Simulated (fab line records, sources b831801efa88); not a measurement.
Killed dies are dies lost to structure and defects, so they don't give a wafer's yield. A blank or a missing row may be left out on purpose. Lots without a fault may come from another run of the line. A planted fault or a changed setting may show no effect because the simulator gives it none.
A struck lot beside a sound one | flow sky130 | 17 steps out of a route of 708
Sound: wafers L534.2, L534.3, L534.5. Struck: wafer L539.5. (L539.1 of the same lot was not struck and is left out.) The cause comes at the end.
At each step with rows: each side's tool, then ch and its chambers, then its first start. Under that, the readings that differ: sound wafers | struck wafers | difference of the means | sigmas: that difference in standard deviations of wafers without a fault.
alike: readings whose means differ by less than 2 such deviations, and words and numbers that are the same on both sides. not compared: withheld readings, readings that some wafer has no value for, bounds like >300 that may hide the same value, and numbers for which the record gives no deviation and whose values overlap.
The two part at a step that has a row with sigmas, a row that says differs or no value, or rows on one side only. Numbers that don't overlap but have no deviation are shown without sigmas and don't part them. A reading that every wafer of one side lacks parts them only if that side has two wafers or more.

first, 2 steps without rows for these wafers: SKY_LOCAL_INTERCONNECT_PEB_09; SKY_LOCAL_INTERCONNECT_DEVELOP_10 (develop time 60 s).
SKY_LOCAL_INTERCONNECT_CD_MEAS_11: target cd 170 nm.
  sound on cd_sem-02, day 31 09:27; struck on cd_sem-02, day 33 01:53
  alike: cd_nm
SKY_LOCAL_INTERCONNECT_OVL_MEAS_12:
  sound on overlay-02, day 31 09:34; struck on overlay-02, day 33 02:00
  reading                     | sound  | struck | difference | sigmas
  LOCAL_INTERCONNECT_OVL (nm) | -3 2 7 | -11    | -13        | -2
SKY_LOCAL_INTERCONNECT_ETCH_13: etches BARC in N2/H2, stops on SiO2, time 45.9 s, target depth 60 nm.
  sound on rie_metal-03 ch 0,1, day 31 09:35; struck on rie_metal-04 ch 1, day 33 02:02
  reading                     | sound       | struck | difference | sigmas
  drypump_motor_current_A (A) | 5.8 5.9 5.8 | 5.2    | -0.6       | -2
  alike: bias_w, oes_product_au, throttle_valve_pct
  not compared: rf_hours_counter_h
SKY_LOCAL_INTERCONNECT_METAL_ETCH_14: etches TiN in Cl2/BCl3, stops on PSG, target depth 110 nm, time 31.4 s.
  sound on rie_metal-03 ch 0,1, day 31 09:39; struck on rie_metal-04 ch 1, day 33 02:06
  reading                     | sound                | struck | difference | sigmas
  bias_w (W)                  | 48.53 48.53 48.55    | 48.83  | +0.29      | +2
  drypump_motor_current_A (A) | 5.9 5.9 5.8          | 5.2    | -0.7       | -2
  throttle_valve_pct (%)      | 21.878 21.869 21.902 | 21.904 | +0.021     | +2
  alike: oes_product_au
  not compared: rf_hours_counter_h
SKY_LOCAL_INTERCONNECT_STRIP_15: strips in O2/N2.
  sound on plasma_asher-01 ch 0,1, day 31 09:42; struck on plasma_asher-01 ch 1, day 33 02:09
  alike: drypump_motor_current_A, o2_flow_sccm, oes_product_au, strip_time_to_endpoint_s
  not compared: rf_hours_counter_h
then, 3 steps without rows for these wafers: SKY_LOCAL_INTERCONNECT_STRIP_16 (strips in post etch residue remover, time 1200 s); SKY_LOCAL_INTERCONNECT_CLEAN_17 (cleans in IPA, time 180 s); SKY_LOCAL_INTERCONNECT_CLEAN_18 (cleans in O3/DIW).
SKY_CONTACT_CVD_00: deposits Si3N4, target thk 75 nm.
  sound on pecvd-03 ch 0,1,2, day 31 10:18; struck on pecvd-02 ch 1, day 33 02:47
  alike: heater_power_outer_w, heater_power_w
SKY_CONTACT_THK_MEAS_01:
  sound on film_metro-01, day 31 10:21; struck on film_metro-02, day 33 02:50
  alike: CONTACT_CVD_00_THK
SKY_CONTACT_HDPCVD_02: deposits SiO2, target thk 565 nm, time 94.2 s.
  sound on hdpcvd-02 ch 0,1,2, day 31 10:24; struck on hdpcvd-01 ch 0, day 33 02:53
  reading                                     | sound             | struck | difference | sigmas
  model.SiO2_of_CONTACT_HDPCVD_02.thk_nm (nm) | 554.3 557.1 557.4 | 1019   | +463       |
SKY_CONTACT_THK_MEAS_03:
  sound on film_metro-02, day 31 10:28; struck on film_metro-01, day 33 02:57
  reading                 | sound       | struck | difference | sigmas
  CONTACT_HDPCVD_THK (nm) | 554 557 557 | 1019   | +463       | +91
SKY_CONTACT_CMP_04: polishes SiO2.
  sound on cmp-01 ch 1,3, day 31 10:34; struck on cmp-01 ch 0, day 33 03:10
  reading                | sound    | struck | difference | sigmas
  time_to_endpoint_s (s) | 80 82 81 | 237    | +156       | +43
  alike: motor_current_A
SKY_CONTACT_BOW_MEAS_05:
  sound on film_metro-02, day 31 10:50; struck on film_metro-04, day 33 03:19
  alike: CONTACT_BOW
-- the record jumps here: 15 days lie between the struck wafers' starts before and after (it left off in module CONTACT and takes up again in module PAD_OPEN, whose first step shown is number 708 of the route) --
SKY_PAD_OPEN_PROBE_99:
  sound on prober-02, day 46 13:04; struck on prober-01, day 47 20:28
  alike: killed_at_M0_to_M3, killed_at_M4_up, killed_at_contacts, killed_at_front_end, killed_at_other, killed_dies, killed_open, killed_short

WHERE THEY PART
First at SKY_LOCAL_INTERCONNECT_OVL_MEAS_12; last, within this record, at SKY_CONTACT_CMP_04. Later steps at which nothing parts them and some readings are alike: SKY_CONTACT_BOW_MEAS_05, SKY_PAD_OPEN_PROBE_99.

WHY: what the simulator had put in
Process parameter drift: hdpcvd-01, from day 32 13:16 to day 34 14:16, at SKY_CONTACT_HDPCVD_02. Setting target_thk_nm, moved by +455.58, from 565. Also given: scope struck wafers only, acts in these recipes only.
